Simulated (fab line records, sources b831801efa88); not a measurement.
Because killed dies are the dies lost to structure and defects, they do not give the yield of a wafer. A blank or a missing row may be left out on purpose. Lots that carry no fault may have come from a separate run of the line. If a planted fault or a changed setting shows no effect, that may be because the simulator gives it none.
fab line records -- flow sfq_line
record: lots: 14, wafers: 42, last_day: 92
route steps=325 shown M2@100
lots untouched by any fault: they come from a run of this same line in which no faults occurred
start_h: the number of hours between the record's first day and the start of the first shown wafer of the lot -- wait_h: time in hours since the lot's previous step -- " unchanged from the row above -- L1.1+2: one row covering several wafers at once -- - no value, or no start was given -- * or withheld: withheld -- < > ~ a bound
route shown NAME@n: a module of which the file shows steps, and the number in the route of the first -- usual: the fault-free wafers' mean and standard deviation -- same: alike in all rows -- chamber/n: place in a boat -- sites: each site's reading -- _std_site: the values' standard deviation -- _edge_site: mean of outer sites minus mean of inner sites -- radius_mm: for every site, how far away it sits from the centre of the wafer -- mask NAME#n: copy n -- behind: the tool/chamber that last shaped the wafer -- hold: why the lot went on hold/how many hours it stayed there/how the hold came to an end -- device: the transistor (n, p or np) that didn't switch -- end of line: at the end of the route, the tests of the same wafers -- where a step has no rows: the recipe by itself -- killed: the dies lost at the first sort to structure and to defects; this is not the yield of the wafer -- map: the dies of a wafer, with x for killed, . for not killed, _ for no die there
set.NAME: the setting the step ran with; set.NAME@STEP: the setting that earlier step ran with -- model.NAME: the simulator's own value behind a step, which no gauge read
the route's steps for a sample of lots (tables are steps, rows are wafers)
services: when a tool's chamber went out of use (start_h, in hours from the record's first day, below 0 if earlier), for how many hours, and the reason
== steps ==
step: SFQ_TRILAYER_M2_ETCH_METAL_ETCH_060
recipe: target: Nb, stop_on: SiO2, mask_material: PR, chemistry: Cl2/Ar, target_depth_nm: 240, icp_w: 600, bias_w: 80, pressure_mtorr: 10, time_s: 120
usual: bias_w: 80.00/0.22, drypump_motor_current_A: 6.09/0.3, oes_product_au: 0.895/0.0085
same: time_s: 120
lot.wafer,tool,chamber,start_h,wait_h,bias_w,drypump_motor_current_A,oes_product_au,rf_hours_counter_h
L633.1,rie_metal-02,0,851.10,0.0,80.35,6.27,0.891,5
L633.3,rie_metal-02,1,851.10,0.0,80.15,5.94,0.891,-
L633.6,rie_metal-02,0,851.10,0.0,80.22,6.29,0.882,-
L634.2,rie_metal-02,1,854.70,0.0,80.15,5.90,0.911,103
L634.3,rie_metal-02,0,854.70,0.0,79.87,6.24,0.897,-
L634.4,rie_metal-02,1,854.70,0.0,79.80,5.90,0.900,-
L635.2,rie_metal-03,1,855.90,0.0,80.35,5.71,0.897,116
L635.3,rie_metal-03,1,855.90,0.0,79.91,5.73,0.897,-
L635.5,rie_metal-03,1,855.90,0.0,80.01,5.71,0.892,-
L636.3,rie_metal-02,1,866.85,0.1,79.84,5.88,0.904,-
L636.4,rie_metal-02,1,866.85,0.1,79.69,5.87,0.892,-
L636.6,rie_metal-02,1,866.85,0.1,79.99,5.85,0.899,-
L637.1,rie_metal-03,1,877.50,0.0,79.91,5.73,0.903,119
L637.2,rie_metal-03,0,877.50,0.0,80.06,6.56,0.898,132
L637.5,rie_metal-03,1,877.50,0.0,80.11,5.72,0.896,-
L638.1,rie_metal-02,1,891.90,0.0,80.28,5.93,0.912,112
L638.2,rie_metal-02,0,891.90,0.0,79.84,6.25,0.904,6
L638.6,rie_metal-02,1,891.90,0.0,80.09,5.90,0.898,-
L641.1,rie_metal-02,1,923.73,0.0,79.67,5.90,0.894,117
L641.3,rie_metal-02,0,923.73,0.0,79.69,6.25,0.896,-
L641.4,rie_metal-02,1,923.73,0.0,79.61,5.91,0.893,-
L643.3,rie_metal-03,1,930.97,0.1,79.69,5.74,0.885,-
L643.4,rie_metal-03,0,930.97,0.1,67.14,6.58,0.896,-
L643.5,rie_metal-03,1,930.97,0.1,79.95,5.72,0.883,-
L645.1,rie_metal-03,1,934.53,0.0,80.12,5.74,0.895,126
L645.3,rie_metal-03,1,934.53,0.0,79.96,5.74,0.873,-
L645.4,rie_metal-03,0,934.53,0.0,66.78,6.57,0.886,-
L650.1,rie_metal-01,0,944.13,0.0,79.98,5.98,0.910,86
L650.3,rie_metal-01,0,944.13,0.0,79.64,5.92,0.895,-
L650.6,rie_metal-01,1,944.13,0.0,79.97,6.07,0.891,-
L651.1,rie_metal-02,0,945.33,0.0,80.38,6.27,0.886,12
L651.3,rie_metal-02,0,945.33,0.0,80.07,6.26,0.897,-
L651.5,rie_metal-02,0,945.33,0.0,80.35,6.26,0.898,-
L652.1,rie_metal-01,0,947.73,0.0,79.49,5.94,0.900,86
L652.4,rie_metal-01,1,947.73,0.0,79.80,6.10,0.903,-
L652.5,rie_metal-01,1,947.73,0.0,80.08,6.10,0.887,-
L653.1,rie_metal-02,0,950.13,0.0,79.97,6.24,0.893,13
L653.3,rie_metal-02,0,950.13,0.0,80.09,6.25,0.900,-
L653.6,rie_metal-02,1,950.13,0.0,79.82,5.87,0.899,-
L655.1,rie_metal-01,1,952.53,0.0,80.05,6.05,0.899,50
L655.3,rie_metal-01,1,952.53,0.0,80.02,6.09,0.877,-
L655.4,rie_metal-01,0,952.53,0.0,79.95,5.93,0.892,-
== services ==
tool,chamber,start_h,hours,kind
rie_metal-03,-,849.43,2.8,pm
rie_metal-02,-,856.69,1.8,repair
rie_metal-02,0,857.51,29.8,repair
rie_metal-01,-,879.97,14.6,pm
rie_metal-02,0,904.56,2.7,repair
rie_metal-03,-,914.82,2.3,repair
== key ==
first_sign: step: SFQ_TRILAYER_M2_ETCH_METAL_ETCH_060, reading: bias_w, direction: down, sigmas: 58, usual: 80.00, struck: 66.96
effect none on later readings
met_at SFQ_TRILAYER_M2_ETCH_METAL_ETCH_060
struck_lots L643,L645
struck_wafers L643.4,L645.4
onset_between 877.50 930.97
fault: kind: process_parameter_drift, tool: rie_metal-03, chamber: 0, onset_h: 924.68, steps: SFQ_TRILAYER_M2_ETCH_METAL_ETCH_060, channel: bias_w, offset: -13.171, shape: step, end_h: 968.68, acts_in: these_recipes_only, stated: 80
